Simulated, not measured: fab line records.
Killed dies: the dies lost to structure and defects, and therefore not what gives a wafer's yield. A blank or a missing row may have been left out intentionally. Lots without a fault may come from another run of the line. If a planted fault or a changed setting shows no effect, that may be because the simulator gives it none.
Which tool did it? + flow sky130 + 33 wafers from 11 lots sampled at 3 of the route's 708 steps

## WHAT THE GAUGES SHOWED, per wafer
SKY_SONOS_ONO_THK_MEAS_05.
| lot  | measured     | on            | SONOS_ONO_CVD_04_THK (nm) |
|------|--------------|---------------|---------------------------|
| L564 | day 13 07:46 | film_metro-01 | 5.77 5.85 5.76            |
| L565 | day 13 19:15 | film_metro-04 | 7.75 7.77 7.71            |
| L566 | day 14 00:10 | film_metro-04 | 7.84 7.78 7.82            |
| L567 | day 14 06:58 | film_metro-03 | 7.66 7.68 7.57            |
| L574 | day 16 11:27 | film_metro-01 | 5.73 5.68 5.62            |
| L575 | day 17 04:31 | film_metro-04 | 5.88 5.83 5.91            |
| L576 | day 17 10:19 | film_metro-04 | 5.86 5.75 5.70            |
| L577 | day 17 11:34 | film_metro-04 | 5.91 5.89 5.81            |
| L578 | day 17 22:25 | film_metro-04 | 5.77 5.79 5.84            |
| L580 | day 18 14:11 | film_metro-04 | 5.57 5.58 5.72            |
| L581 | day 18 19:34 | film_metro-03 | 5.62 5.55 5.54            |

## WHICH TOOL RAN EACH LOT (tool, then ch and the chambers of the sampled wafers, then the start)
| lot  | SKY_VT_ADJUST_HVTP_STRIP_10          | SKY_SONOS_ONO_CVD_04        |
|------|--------------------------------------|-----------------------------|
| L564 | plasma_asher-04 ch 0,1, day 7 12:50  | lpcvd-03 ch 1, day 13 06:31 |
| L565 | plasma_asher-04 ch 0,1, day 7 18:55  | lpcvd-03 ch 1, day 13 17:21 |
| L566 | plasma_asher-03 ch 0,1, day 8 01:08  | lpcvd-03 ch 1, day 13 22:53 |
| L567 | plasma_asher-03 ch 0,1, day 8 06:52  | lpcvd-03 ch 1, day 14 05:41 |
| L574 | plasma_asher-02 ch 0,1, day 10 01:16 | lpcvd-03 ch 0, day 16 10:11 |
| L575 | plasma_asher-04 ch 0,1, day 10 13:17 | lpcvd-03 ch 0, day 17 03:14 |
| L576 | plasma_asher-03 ch 0,1, day 10 17:11 | lpcvd-03 ch 0, day 17 09:04 |
| L577 | plasma_asher-04 ch 0,1, day 10 17:50 | lpcvd-03 ch 0, day 17 10:19 |
| L578 | plasma_asher-04 ch 0,1, day 11 03:01 | lpcvd-03 ch 1, day 17 21:09 |
| L580 | plasma_asher-02 ch 0,1, day 11 13:43 | lpcvd-03 ch 0, day 18 12:55 |
| L581 | plasma_asher-02 ch 0,1, day 11 18:59 | lpcvd-03 ch 0, day 18 18:19 |
- SKY_VT_ADJUST_HVTP_STRIP_10: strips in O2/N2.
- SKY_SONOS_ONO_CVD_04: deposits SiO2 from SiH4/N2O, target thk 5.7199 nm.

## THE ANSWER, worked out from the rows above alone
Rule: the usual values come from the lots themselves. Put in order of their means at a reading, lots are off if they are a third of the lots or fewer, leave a main group of 4 or more, and stand apart from it by a gap of 3 or more times the standard deviation of the main group's means; of several such gaps the widest counts. A main group whose means are all the same, to the digits that the tables above print for the reading, isn't used. A lot without any number at a reading at which 4 lots or more have one is off too. All remaining lots with rows at the step are treated as sound.
Off: L565, L566, L567, seen at SKY_SONOS_ONO_THK_MEAS_05 (SONOS_ONO_CVD_04_THK). The main group has a mean of 5.75 nm with a standard deviation of 0.1.
If a tool, at a process step before that reading, ran all the lots that are off and no sound lot after the first of them, it fits. The gauges at SKY_SONOS_ONO_THK_MEAS_05 are tried like those tools. None of those tried fits.

## WHAT WAS PUT IN BY THE SIMULATOR
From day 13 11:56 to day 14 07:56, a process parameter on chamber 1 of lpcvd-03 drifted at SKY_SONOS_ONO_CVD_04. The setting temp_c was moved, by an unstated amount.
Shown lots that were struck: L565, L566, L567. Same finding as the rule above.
